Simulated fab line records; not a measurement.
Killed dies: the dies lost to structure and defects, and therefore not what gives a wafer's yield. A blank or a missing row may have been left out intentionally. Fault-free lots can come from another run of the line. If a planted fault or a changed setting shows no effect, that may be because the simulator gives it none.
Problem report in the 8D (eight disciplines) form, filled by code	flow gf180mcu	the parts of the form that need people (team, actions taken, sign-off) are left out

== 1. THE ISSUE ==
Mean V3_W_RS at GF_V3_RS_MEAS_24: 0.304 ohm/sq over 6 wafers in 2 lots; fault-free wafers: 0.328 ohm/sq, standard deviation 0.0033. That is -7.4 standard deviations from the usual mean.
The step: measures by four-point-probe.
Earliest sighting: wafer L465.1 on film_metro-01 at day 25 04:42. Wafers with a number at this step in the record: 33, from 11 lots. Rule for "out" (also "out of limits"): further than 4 standard deviations from the usual mean. Any other wafer with a number is counted as sound.

== 2. WHAT IT IS AND WHAT IT IS NOT ==
question	is	is not
which readings at this step	V3_W_RS	-
which lots	L465, L466	L458, L460, L472, L474, L475, L476, L478, L479, L480
which wafers of those lots	all that have a number	-
read on which gauges	film_metro-01, film_metro-03	film_metro-02
when	from day 25 04:42	up to then (6 sound wafers); but 21 sound wafers of L472, L474, L475, L476, L478, L479, L480 came after

== 3. THE SUSPECTS, EACH WITH WHAT RULES IT OUT ==
Counting: a tool at a process step up to the reading stays a suspect if it ran every lot that is out and no sound lot after the first of them.
- the gauge at GF_V3_RS_MEAS_24: ruled out. The wafers that are out were read on 2 gauges (film_metro-01, film_metro-03).
- cvd_w-02 at GF_V3_CVD_23 (deposits W, target thk 350 nm, time 104.9 s): ruled out as a lasting fault. Sound lots L475, L476, L478, L479, L480 ran on it after its first lot that is out, L465 (day 25 04:35).
Left after counting: nothing in the record.

== 4. THE CAUSE (what the simulator had put in) ==
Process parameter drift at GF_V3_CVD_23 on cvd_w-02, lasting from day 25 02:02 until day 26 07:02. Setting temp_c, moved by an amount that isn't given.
Counting ruled it out, wrongly: the rule takes a fault to strike every lot that its tool runs from its start on, and this one did not.

== 5. THE EFFECT CHAIN, in route order ==
Each row: a reading where the mean over the struck wafers with a number is more than 3 standard deviations away from the usual. Readings are gone through only where the record gives a usual standard deviation; hours: the median, over the lots, of the time from a lot's start at the first step in this table giving one to that lot's start at this step; sigmas: the change measured in usual standard deviations.
hours	step	reading	usual	on struck wafers	change	sigmas
0	GF_V3_CVD_23	susceptor_temp_C	399.99 C	403.76	+3.77	+16
0	GF_V3_RS_MEAS_24	V3_W_RS	0.328 ohm/sq	0.304	-0.024	-7.4
0	GF_V3_THK_MEAS_25	V3_W_THK	348 nm	380	+32	+7.0
Here are the process steps it includes:
- GF_V3_CVD_23: deposits W, target thk 350 nm, time 104.9 s.

== 6. HOW IT WOULD HAVE BEEN CAUGHT EARLIER ==
The first out-of-limits reading at a measuring or inspecting step in this record came at day 25 04:42, 3 hours after the fault's start at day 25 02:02.
At GF_V3_CVD_23, the tool's own readings (susceptor_temp_C) were out on each struck wafer the step has a row for, so an alarm limit on them would have fired on the first such wafer.
